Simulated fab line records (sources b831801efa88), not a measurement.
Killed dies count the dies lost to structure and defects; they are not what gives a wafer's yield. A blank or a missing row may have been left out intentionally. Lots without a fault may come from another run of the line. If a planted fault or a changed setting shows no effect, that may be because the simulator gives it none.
2 desks, one fault	flow sky130	each desk has only its own numbers; what lay behind them comes last

## THE TOOL OWNER'S DESK: cmp-01
The tool's own readings at SKY_CONTACT_CMP_27 (polishes, stops on SiO2, t overpolish 15 s, target thk 0 nm): means of the sampled wafers that have a number, for each lot that ran on this tool. A lot is out of limits, marked OUT, if its mean lies more than 4 standard deviations from the usual mean; the brackets give that distance.
Columns: A = edge zone pressure frac at SKY_CONTACT_CMP_27, usual 0.999; B = motor current A at SKY_CONTACT_CMP_27, usual 11.0 A; C = overpolish run s at SKY_CONTACT_CMP_27, usual 15.000 s; D = retaining ring pressure frac at SKY_CONTACT_CMP_27, usual 1.000; E = time to endpoint s at SKY_CONTACT_CMP_27, usual 83 s
lot	first seen here	A	B	C	D	E
L634	day 33 21:59	1.000	11.3	15.005	0.998	85
L639	day 34 18:48	1.009	11.5	15.000	1.004	86
L640	day 35 06:22	0.998	11.4	15.004	1.000	86
L643	day 35 19:46	0.998	11.3	0.040 (-99 or more) OUT	1.006	128 (+12) OUT
L644	day 36 07:29	1.003	11.9	0.036 (-99 or more) OUT	1.002	127 (+12) OUT
This desk finds L643, L644 out of limits, L643 being first, at day 35 19:46 (overpolish run s at SKY_CONTACT_CMP_27). L634, L639, L640 stayed within limits.

## METROLOGY DESK
Means of the sampled wafers that have a number, per lot and without regard to the tool the lot ran on: this is what the gauges read. A lot is out of limits, marked OUT, if its mean lies more than 4 standard deviations from the usual mean; the brackets give that distance.
Columns: A = CONTACT_HDPCVD_THK at SKY_CONTACT_THK_MEAS_03, usual 565 nm
lot	first seen here	A
L634	day 32 17:07	559
L636	day 32 22:40	558
L638	day 33 04:22	565
L639	day 33 14:37	569
L640	day 34 01:30	564
L643	day 34 15:17	568
L642	day 34 15:43	562
L644	day 35 02:53	566
L645	day 35 05:41	557
L648	day 36 07:47	560
L649	day 36 16:03	561
L651	day 37 02:59	566
L650	day 37 04:46	572
This desk found nothing out of limits on any of the 13 lots.

## PUT TOGETHER
On L643, L644, at day 35 19:46, an alarm was possible from the tool owner's desk.
The metrology desk saw nothing out of limits.
The metrology desk has L643, L644 on record, within its limits.
SKY_CONTACT_CMP_27 was run on cmp-01 by each of the lots named.

## WHAT THE SIMULATOR PUT IN
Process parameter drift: cmp-01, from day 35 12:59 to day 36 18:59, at SKY_CONTACT_CMP_27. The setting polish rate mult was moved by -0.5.
Shown lots that were struck: L643, L644.
Hours from the fault's start to each desk's first reading out of limits: the tool owner's desk, 7.
